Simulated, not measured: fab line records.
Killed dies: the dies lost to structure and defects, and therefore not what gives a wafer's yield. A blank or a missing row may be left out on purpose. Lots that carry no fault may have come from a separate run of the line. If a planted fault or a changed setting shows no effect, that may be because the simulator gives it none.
Matching of chambers | flow sfqLine | SFQ_TRILAYER_A5B_CMP_CMP_130 on cmp-02 has 4 sister chambers
The step polishes, stops on Nb, target thk 340.7 nm. 7 wafers are shown with their chamber, then 10 later ones without.

EACH WAFER AND ITS CHAMBER
wafer  | chamber | motorCurrentA (A) | slurryFlowMlMin
L365.3 | 1       | 10.8              | 150.3
L372.2 | 3       | 10.4              | 149.4
L372.5 | 3       | 11.1              | 149.2
L373.4 | 0       | 10.4              | 150.0
L373.6 | 2       | 9.0               | 150.1
L374.3 | 2       | 9.6               | 150.7
L374.2 | 0       | 10.3              | 150.4

WAFERS WITHOUT THEIR CHAMBER
wafer  | motorCurrentA (A) | slurryFlowMlMin
L374.4 | 10.8              | 150.6
L378.1 | 8.9               | 149.9
L378.2 | 10.6              | 148.8
L378.6 | 8.6               | 150.8
L379.4 | 10.3              | 149.6
L379.2 | 8.6               | 150.1
L379.5 | 10.5              | 149.7
L382.1 | 9.8               | 149.7
L382.5 | 10.1              | 150.1
L382.6 | 11.4              | 149.9

THE CHAMBER EACH PASSED THROUGH
wafer  | from the rows above               | in truth
L374.4 | can't be placed: 1 or 0           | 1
L378.1 | 2                                 | 2
L378.2 | 3                                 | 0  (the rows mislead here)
L378.6 | 2                                 | 2
L379.4 | can't be placed: 3 or 0 or 1      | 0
L379.2 | 2                                 | 2
L379.5 | can't be placed: 3 or 0 or 1      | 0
L382.1 | can't be placed: 0 or 2 or 3 or 1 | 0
L382.5 | can't be placed: 0 or 1 or 2      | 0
L382.6 | can't be placed: 1 or 3 or 0      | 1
3 of 10 placed correctly. Unplaceable from these rows: 6, with the true chamber sitting among the candidates in 6. Wrongly placed: 1.
How it was worked out, from the rows above alone: a wafer's distance from a chamber is the root of the sum, over the readings, of the square of ((its reading less the chamber's mean) divided by the reading's scatter). The wafer belongs to the nearest chamber; if the next one is less than 2 further off, it can't be placed. A chamber's mean is the mean of its shown wafers. How the scatter is found: for the shown wafers, subtract from each reading the mean of its chamber, square and add these, divide the total by (wafers less chambers), then take the root.
